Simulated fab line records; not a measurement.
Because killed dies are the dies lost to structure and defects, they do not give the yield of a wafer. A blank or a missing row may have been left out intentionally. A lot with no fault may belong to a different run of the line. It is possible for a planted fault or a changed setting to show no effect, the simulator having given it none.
A lot that was struck, set against a sound lot | flow sky130 | 42 out of 708 route steps
Sound: these wafers, L801.1, L801.4, L801.6. Struck: wafers L791.3, L791.4, L791.6. Last of all comes the cause.
Each step with rows lists, per side, the tool, then ch with its chambers, then its first start. Under that, the readings that differ: sound wafers | struck wafers | difference of the means | sigmas: that difference in standard deviations of wafers without a fault.
alike: readings with means less than 2 such deviations apart, plus words and numbers identical on both sides. not compared: withheld readings, readings lacking a value on some wafer, bounds such as >300 that could conceal the same value, and numbers that have no deviation in the record and whose values overlap.
Wherever a step has rows on one side only, a row that says differs or no value, or a row with sigmas, the two part there. Numbers that have no deviation but don't overlap get no sigmas and don't part them. A reading missing from all wafers of one side parts the sides only when that side holds two or more wafers.

SKY_PWDE_TW_MEAS_10:
  sound on film_metro-04 at day 7 19:03; struck on film_metro-04 at day 5 11:41
  alike: PWDE_TW
then, 7 steps without rows for these wafers: SKY_NWELL_DEHYDRATE_03 (time 60 s); SKY_NWELL_HMDS_04 (prime time 60 s); SKY_NWELL_COAT_05 (resist thk 3000 nm); SKY_NWELL_SOFTBAKE_06; SKY_NWELL_EXPOSE_07 (exposes mask NWM, target cd 840 nm); SKY_NWELL_PEB_08; SKY_NWELL_DEVELOP_09 (develop time 60 s).
SKY_NWELL_OVL_MEAS_10:
  sound on overlay-01 at day 8 15:28; struck on overlay-01 at day 6 04:46
  alike: NWELL_00_OVL
then, 3 steps without rows for these wafers: SKY_NWELL_IMPLANT_11; SKY_NWELL_IMPLANT_12; SKY_NWELL_IMPLANT_13.
SKY_NWELL_STRIP_14: strips in O2/N2.
  sound on plasma_asher-03 ch 0,1, day 8 15:58; struck on plasma_asher-02 ch 0,1, day 6 05:16
  alike: drypump_motor_current_A, n2_flow_sccm, oes_product_au, strip_time_to_endpoint_s
  not compared: rf_hours_counter_h
SKY_NWELL_TW_MEAS_15:
  sound on film_metro-02 at day 8 16:04; struck on film_metro-02 at day 6 05:21
  alike: NWELL_TW
then, 7 steps without rows for these wafers: SKY_NWELL_DEHYDRATE_16 (time 60 s); SKY_NWELL_HMDS_17 (prime time 60 s); SKY_NWELL_COAT_18 (resist thk 3000 nm); SKY_NWELL_SOFTBAKE_19; SKY_NWELL_EXPOSE_20 (exposes mask NWM COMPLEMENT, target cd 840 nm); SKY_NWELL_PEB_21; SKY_NWELL_DEVELOP_22 (develop time 60 s).
SKY_NWELL_OVL_MEAS_23:
  sound on overlay-02 at day 9 13:55; struck on overlay-02 at day 7 00:04
  alike: NWELL_01_OVL
following that, these wafers have no rows for 1 step: SKY_NWELL_IMPLANT_24.
SKY_NWELL_STRIP_25: strips in O2/N2.
  sound on plasma_asher-04 ch 0,1, day 9 14:07; struck on plasma_asher-02 ch 0,1, day 7 00:16
  alike: drypump_motor_current_A, n2_flow_sccm, oes_product_au, strip_time_to_endpoint_s
  not compared: rf_hours_counter_h
SKY_NWELL_TW_MEAS_26:
  sound on film_metro-02 at day 9 14:13; struck on film_metro-03 at day 7 00:21
  alike: NWELL_2_TW
then, 1 step without rows for these wafers: SKY_NWELL_CLEAN_27 (cleans in SC1/SC2, time 150 s).
SKY_NWELL_RTA_28: time 30 s.
  sound on rtp_anneal-02 ch 0, day 9 14:19; struck on rtp_anneal-01 ch 0, day 7 00:28
  alike: chamber_o2_ppm, lamp_power_pct, ramp_down_c_per_s, wafer_temp_C_max
SKY_NWELL_RS_MEAS_29: the measuring method here is four-point-probe.
  sound on film_metro-02 at day 9 14:25; struck on film_metro-04 at day 7 00:35
  alike: NWELL_RS
SKY_NWELL_RS_MEAS_31: the measuring method here is four-point-probe.
  sound on film_metro-02 at day 9 14:40; struck on film_metro-04 at day 7 00:49
  alike: PWDE_RS
then, 7 steps without rows for these wafers: SKY_VT_ADJUST_HVTP_DEHYDRATE_00 (time 60 s); SKY_VT_ADJUST_HVTP_HMDS_01 (prime time 60 s); SKY_VT_ADJUST_HVTP_COAT_02 (resist thk 1140 nm); SKY_VT_ADJUST_HVTP_SOFTBAKE_03 (time 60 s); SKY_VT_ADJUST_HVTP_EXPOSE_04 (exposes mask HVTPM, target cd 380 nm); SKY_VT_ADJUST_HVTP_PEB_05; SKY_VT_ADJUST_HVTP_DEVELOP_06 (develop time 60 s).
SKY_VT_ADJUST_HVTP_CD_MEAS_07: the cd target is 380 nm.
  sound on cd_sem-01 at day 10 12:47; struck on cd_sem-02 at day 7 20:08
  alike: cd_nm
SKY_VT_ADJUST_HVTP_OVL_MEAS_08:
  sound on overlay-02 at day 10 12:55; struck on overlay-01 at day 7 20:14
  alike: VT_ADJUST_HVTP_OVL
following that, these wafers have no rows for 1 step: SKY_VT_ADJUST_HVTP_IMPLANT_09.
SKY_VT_ADJUST_HVTP_STRIP_10: strips in O2/N2.
  sound on plasma_asher-01 ch 0,1, day 10 13:06; struck on plasma_asher-01 ch 0,1, day 7 20:26
  reading                      | sound             | struck            | difference | sigmas
  strip_time_to_endpoint_s (s) | 14.20 14.19 14.26 | 14.14 14.17 14.11 | -0.08      | -2
  alike: drypump_motor_current_A, n2_flow_sccm, oes_product_au
  not compared: rf_hours_counter_h
SKY_VT_ADJUST_HVTP_TW_MEAS_11:
  sound on film_metro-01 at day 10 13:12; struck on film_metro-04 at day 7 20:31
  alike: VT_ADJUST_HVTP_TW
-- a jump in the record: the struck wafers' starts before and after are 40 days apart (it breaks off in module VT_ADJUST_HVTP and resumes in module PAD_OPEN, where the first step shown is number 708 of the route) --
SKY_PAD_OPEN_PROBE_99:
  the record has rows for the struck wafers here (prober-01, day 47 17:05) and none for the sound ones

WHERE THEY PART
At SKY_VT_ADJUST_HVTP_STRIP_10 first; at SKY_PAD_OPEN_PROBE_99 last (within this record only).

WHY: whatever the simulator had introduced
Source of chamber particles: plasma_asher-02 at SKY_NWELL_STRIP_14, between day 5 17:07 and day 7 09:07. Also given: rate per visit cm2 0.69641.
